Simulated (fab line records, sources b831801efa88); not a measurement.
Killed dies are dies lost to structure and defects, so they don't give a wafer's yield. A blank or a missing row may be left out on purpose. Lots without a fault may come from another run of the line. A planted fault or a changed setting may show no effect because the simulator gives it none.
Chamber matching | flow sky130 | SKY_LI_CONTACT_ETCH_15 on rie_diel-04: 4 sister chambers
The step etches PSG in C4F8/O2/Ar, stops on Si, target depth 600 nm. 4 wafers are shown with their chamber, then 12 later ones without.

WAFERS WITH THEIR CHAMBER
wafer  | chamber | oes_product_au (a.u.)
L087.1 | 0       | 0.830
L087.3 | 3       | 0.838
L087.5 | 1       | 0.839
L087.6 | 2       | 0.839

WAFERS WITHOUT THEIR CHAMBER
wafer  | oes_product_au (a.u.)
L089.1 | 0.838
L089.2 | 0.836
L089.3 | 0.841
L089.4 | 0.835
L089.5 | 0.830
L089.6 | 0.837
L092.1 | 0.846
L092.3 | 0.841
L092.5 | 0.828
L097.2 | 0.836
L097.4 | 0.833
L097.5 | 0.834

WHICH CHAMBER EACH WENT THROUGH
wafer  | from the rows above               | in truth
L089.1 | can't be placed: 3 or 1 or 2      | 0
L089.2 | can't be placed: 3 or 1 or 2 or 0 | 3
L089.3 | can't be placed: 1 or 2 or 3      | 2
L089.4 | can't be placed: 3 or 1 or 2 or 0 | 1
L089.5 | 0                                 | 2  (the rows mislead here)
L089.6 | can't be placed: 3 or 1 or 2      | 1
L092.1 | can't be placed: 1 or 2 or 3      | 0
L092.3 | can't be placed: 1 or 2 or 3      | 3
L092.5 | 0                                 | 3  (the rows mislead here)
L097.2 | can't be placed: 3 or 1 or 2 or 0 | 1
L097.4 | can't be placed: 0 or 3 or 1 or 2 | 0
L097.5 | can't be placed: 0 or 3 or 1 or 2 | 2
Placed correctly: 0 of 12. Can't be placed from these rows: 10 (the true chamber is among the candidates in 8). Placed wrongly: 2.
How it was worked out, from the rows above alone: a wafer's distance from a chamber is the root of the sum, over the readings, of the square of ((its reading less the chamber's mean) divided by the reading's scatter). The wafer belongs to the nearest chamber; if the next one is less than 2 further off, it can't be placed. A chamber's mean is the mean of its shown wafers. The scatter: with one shown wafer a chamber, the root of the mean of the squares of how far each hidden wafer lies from its nearest shown one.
